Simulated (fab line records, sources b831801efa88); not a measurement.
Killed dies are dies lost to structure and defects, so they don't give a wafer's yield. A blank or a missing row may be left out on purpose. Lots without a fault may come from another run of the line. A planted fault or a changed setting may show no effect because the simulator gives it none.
Chamber matching | flow sky130 | SKY_METAL3_ETCH_17 on rie_diel-04: 4 sister chambers
The step etches SiO2 in C4F8/O2/Ar, stops on TiN, time 3.9 s, target depth 15 nm. 8 wafers are shown with their chamber, then 8 later ones without.

WAFERS WITH THEIR CHAMBER
wafer  | chamber | oes_product_au (a.u.)
L081.3 | 2       | 0.763
L082.2 | 1       | 0.763
L082.4 | 2       | 0.754
L082.5 | 3       | 0.748
L083.2 | 3       | 0.735
L083.3 | 0       | 0.739
L083.4 | 1       | 0.743
L084.2 | 0       | 0.750

WAFERS WITHOUT THEIR CHAMBER
wafer  | oes_product_au (a.u.)
L084.4 | 0.756
L084.5 | 0.749
L090.2 | 0.760
L090.3 | 0.748
L090.6 | 0.748
L096.1 | 0.756
L096.2 | 0.746
L096.5 | 0.760

WHICH CHAMBER EACH WENT THROUGH
wafer  | from the rows above               | in truth
L084.4 | can't be placed: 2 or 1 or 0 or 3 | 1
L084.5 | can't be placed: 1 or 0 or 3 or 2 | 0
L090.2 | can't be placed: 2 or 1 or 0 or 3 | 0
L090.3 | can't be placed: 0 or 1 or 3 or 2 | 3
L090.6 | can't be placed: 0 or 1 or 3 or 2 | 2
L096.1 | can't be placed: 2 or 1 or 0 or 3 | 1
L096.2 | can't be placed: 0 or 3 or 1 or 2 | 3
L096.5 | can't be placed: 2 or 1 or 0 or 3 | 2
Placed correctly: 0 of 8. Can't be placed from these rows: 8 (the true chamber is among the candidates in 8). Placed wrongly: 0.
How it was worked out, from the rows above alone: a wafer's distance from a chamber is the root of the sum, over the readings, of the square of ((its reading less the chamber's mean) divided by the reading's scatter). The wafer belongs to the nearest chamber; if the next one is less than 2 further off, it can't be placed. A chamber's mean is the mean of its shown wafers. The scatter: the root of (the sum of the squares of (reading less its chamber's mean) over the shown wafers, divided by (wafers less chambers)).
